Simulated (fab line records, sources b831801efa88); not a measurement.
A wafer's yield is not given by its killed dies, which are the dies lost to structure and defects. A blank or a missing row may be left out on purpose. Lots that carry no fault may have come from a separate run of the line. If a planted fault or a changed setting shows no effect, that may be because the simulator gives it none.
The tool behind it: which one? -- flow sky130 -- 6 lots with 18 wafers sampled at 3 steps, on a route of 708 steps

== WHAT THE GAUGES SHOWED, per wafer ==
SKY_POLY_CUT_OVL_MEAS_09.
lot,measured,on,POLY_CUT_OVL (nm)
L496,day 25 06:39,overlay-01,0 -12 -11
L499,day 26 00:17,overlay-02,0 -5 0
L501,day 27 17:18,overlay-01,2 4 3
L502,day 27 21:20,overlay-01,4 -2 6
L515,day 30 22:47,overlay-02,-1 -8 1
L518,day 31 23:17,overlay-01,9 6 0

== WHICH TOOL RAN EACH LOT (tool, then ch and the chambers of the sampled wafers, then the start) ==
lot,SKY_VT_ADJUST_LVTN_COAT_13,SKY_VT_ADJUST_LVTN_STRIP_20
L496,"litho track-03 ch 0, day 8 02:46","plasma asher-02 ch 0,1, day 8 13:28"
L499,"litho track-03 ch 0, day 8 17:56","plasma asher-02 ch 0,1, day 9 05:40"
L501,"litho track-01 ch 0, day 9 22:34","plasma asher-03 ch 0,1, day 10 10:13"
L502,"litho track-02 ch 0, day 10 01:50","plasma asher-01 ch 0,1, day 10 13:03"
L515,"litho track-02 ch 0, day 12 22:56","plasma asher-03 ch 0,1, day 13 11:52"
L518,"litho track-01 ch 0, day 13 19:08","plasma asher-02 ch 1, day 14 08:46"
- SKY_VT_ADJUST_LVTN_COAT_13: resist thk 1140 nm.
- SKY_VT_ADJUST_LVTN_STRIP_20: strips in O2/N2.

== THE ANSWER, worked out from the rows above alone ==
Rule: the usual values come from the lots themselves. Put in order of their means at a reading, lots are off if they are a third of the lots or fewer, leave a main group of 4 or more, and stand apart from it by a gap of 3 or more times the standard deviation of the main group's means; of several such gaps the widest counts. Not used: any main group whose means are identical at the precision the tables above print for the reading. Also off: a lot with no number at a reading for which 4 or more lots have one. Any other lot the step has rows for is counted as sound.
No lot is off at any reading shown: from this, nothing can be told.

== WHAT THE SIMULATOR HAD INSERTED ==
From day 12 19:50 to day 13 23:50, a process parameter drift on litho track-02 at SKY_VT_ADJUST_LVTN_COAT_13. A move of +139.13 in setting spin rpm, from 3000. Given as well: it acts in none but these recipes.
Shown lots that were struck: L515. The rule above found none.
